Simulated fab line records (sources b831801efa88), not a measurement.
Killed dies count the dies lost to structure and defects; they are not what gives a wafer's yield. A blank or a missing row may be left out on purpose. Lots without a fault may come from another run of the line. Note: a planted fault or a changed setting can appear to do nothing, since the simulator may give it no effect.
The tool behind it: which one? + flow sky130 + 18 wafers from 6 lots sampled at 2 of the route's 708 steps

WHAT EACH GAUGE READ, for each wafer
SKY_VIA1_THK_MEAS_01.
| lot  | measured     | on           | VIA1_HDPCVD_THK (nm)        |
|------|--------------|--------------|-----------------------------|
| L690 | day 33 18:44 | filmMetro-01 | 1031 1053 1054              |
| L694 | day 34 15:32 | filmMetro-01 | 745 1035 1030 746 1036 1030 |
| L704 | day 37 09:29 | filmMetro-03 | 1042 1025 1031              |
| L706 | day 37 21:43 | filmMetro-04 | 1019 1036 1031              |
| L708 | day 38 10:29 | filmMetro-03 | 1031 1035 1039              |
| L711 | day 39 23:25 | filmMetro-01 | 1021 1016 1035              |

WHICH TOOL RAN EACH LOT (tool, then ch and the chambers of the sampled wafers, then the start)
| lot  | SKY_VIA1_HDPCVD_00               |
|------|----------------------------------|
| L690 | hdpcvd-02 ch 0,1,2, day 33 18:37 |
| L694 | hdpcvd-01 ch 0,1,2, day 34 15:25 |
| L704 | hdpcvd-01 ch 0,2, day 37 09:23   |
| L706 | hdpcvd-02 ch 0,2, day 37 21:35   |
| L708 | hdpcvd-02 ch 0,1,2, day 38 10:22 |
| L711 | hdpcvd-01 ch 1,2, day 39 23:17   |
- SKY_VIA1_HDPCVD_00: deposits SiO2, target thk 1030 nm, time 171.7 s.

THE ANSWER, worked out from the rows above alone
Rule: usual is defined by the lots themselves. The widest of any qualifying gaps counts: lots, ordered by their means at a reading, are off when they make up no more than a third of the lots, leave a main group of 4 or more, and stand apart from it by 3 or more times the standard deviation of that group's means. Not used: any main group whose means are identical at the precision the tables above print for the reading. Also off: a lot with no number at a reading for which 4 or more lots have one. All remaining lots with rows at the step are treated as sound.
Off: L694, seen at SKY_VIA1_THK_MEAS_01 (VIA1_HDPCVD_THK). The main group: mean 1033 nm, standard deviation 7.4.
A tool fits if, at a process step before that reading, it ran every lot that is off, and no sound lot after the first of them. Those tools and the gauges at SKY_VIA1_THK_MEAS_01 are tried in the same way. No candidate that was tried fits.

WHAT THE SIMULATOR HAD PUT IN
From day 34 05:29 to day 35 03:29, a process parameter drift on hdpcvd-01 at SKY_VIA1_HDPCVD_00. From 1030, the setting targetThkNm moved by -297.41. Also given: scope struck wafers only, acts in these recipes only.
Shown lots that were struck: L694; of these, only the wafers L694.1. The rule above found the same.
